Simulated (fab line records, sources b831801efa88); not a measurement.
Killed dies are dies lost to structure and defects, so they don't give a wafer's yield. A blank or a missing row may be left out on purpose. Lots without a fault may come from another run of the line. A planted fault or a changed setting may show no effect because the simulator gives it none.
A struck lot beside a sound one | flow sky130 | 17 steps out of a route of 708
Sound: wafers L711.1, L711.2, L711.3. Struck: wafers L722.4, L722.5, L722.6. The cause comes at the end.
At each step with rows: each side's tool, then ch and its chambers, then its first start. Under that, the readings that differ: sound wafers | struck wafers | difference of the means | sigmas: that difference in standard deviations of wafers without a fault.
alike: readings whose means differ by less than 2 such deviations, and words and numbers that are the same on both sides. not compared: withheld readings, readings that some wafer has no value for, bounds like >300 that may hide the same value, and numbers for which the record gives no deviation and whose values overlap.
The two part at a step that has a row with sigmas, a row that says differs or no value, or rows on one side only. Numbers that don't overlap but have no deviation are shown without sigmas and don't part them. A reading that every wafer of one side lacks parts them only if that side has two wafers or more.

first, 1 step without rows for these wafers: SKY_LDD_N_IMPLANT_15.
SKY_LDD_N_STRIP_16: strips in O2/N2.
  sound on plasma_asher-02 ch 0,1, day 18 22:07; struck on plasma_asher-04 ch 0,1, day 22 22:35
  alike: drypump_motor_current_A, oes_product_au, strip_time_to_endpoint_s
  not compared: rf_hours_counter_h
SKY_LDD_N_TW_MEAS_17:
  sound on film_metro-01, day 18 22:13; struck on film_metro-01, day 22 22:41
  alike: LDD_N_TW
then, 7 steps without rows for these wafers: SKY_LDD_P_DEHYDRATE_00 (time 60 s); SKY_LDD_P_HMDS_01 (prime time 60 s); SKY_LDD_P_COAT_02 (resist thk 1140 nm); SKY_LDD_P_SOFTBAKE_03 (time 60 s); SKY_LDD_P_EXPOSE_04 (exposes mask PSDM, target cd 380 nm); SKY_LDD_P_PEB_05; SKY_LDD_P_DEVELOP_06 (develop time 60 s).
SKY_LDD_P_CD_MEAS_07: target cd 380 nm.
  sound on cd_sem-02, day 20 05:14; struck on cd_sem-01, day 24 04:59
  alike: cd_nm
SKY_LDD_P_OVL_MEAS_08:
  sound on overlay-02, day 20 05:22; struck on overlay-01, day 24 05:04
  alike: LDD_P_OVL
SKY_LDD_P_IMPLANT_09:
  sound on implanter-01 ch 0, day 20 05:24; struck on implanter-01 ch 0, day 24 05:10
  reading            | sound                          | struck                       | difference | sigmas
  dose_ions_cm2      | 9.997e+12 9.967e+12 1.0005e+13 | 7.942e+12 7.949e+12 7.95e+12 | -2.043e+12 | -99 or more
  faraday_current_uA | 57.6 57.7 55.1                 | 44.8 43.1 44.2               | -12.8      | -13
  alike: beam_energy_keV
SKY_LDD_P_STRIP_10: strips in O2/N2.
  sound on plasma_asher-04 ch 0,1, day 20 05:33; struck on plasma_asher-04 ch 0,1, day 24 05:16
  alike: drypump_motor_current_A, oes_product_au, strip_time_to_endpoint_s
  not compared: rf_hours_counter_h
SKY_LDD_P_TW_MEAS_11:
  sound on film_metro-02, day 20 05:39; struck on film_metro-04, day 24 05:22
  reading  | sound       | struck      | difference | sigmas
  LDD_P_TW | 638 636 638 | 587 588 590 | -49        | -13
then, 1 step without rows for these wafers: SKY_LDD_HVN_DEHYDRATE_00 (time 60 s).
-- the record jumps here: 25 days lie between the struck wafers' starts before and after (it left off in module LDD_HVN and takes up again in module PAD_OPEN, whose first step shown is number 708 of the route) --
SKY_PAD_OPEN_PROBE_99:
  sound on prober-01, day 46 17:23; struck on prober-02, day 49 02:36
  reading                     | sound          | struck         | difference | sigmas
  model.etest.tip_p.rs_ohm_sq | 6833 6840 6742 | 8392 8444 8421 | +1614      |
  alike: killed_at_M0_to_M3, killed_at_M4_up, killed_at_contacts, killed_at_front_end, killed_at_other, killed_dies, killed_on_rim, killed_open, killed_short
  not compared: model.etest.tip_p.rs_ohm_sq_range

WHERE THEY PART
First at SKY_LDD_P_IMPLANT_09; last, within this record, at SKY_LDD_P_TW_MEAS_11. Later steps at which nothing parts them and some readings are alike: SKY_PAD_OPEN_PROBE_99.

WHY: what the simulator had put in
Process parameter drift: implanter-01, from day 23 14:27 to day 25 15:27, at SKY_LDD_P_IMPLANT_09. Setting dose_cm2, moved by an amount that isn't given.
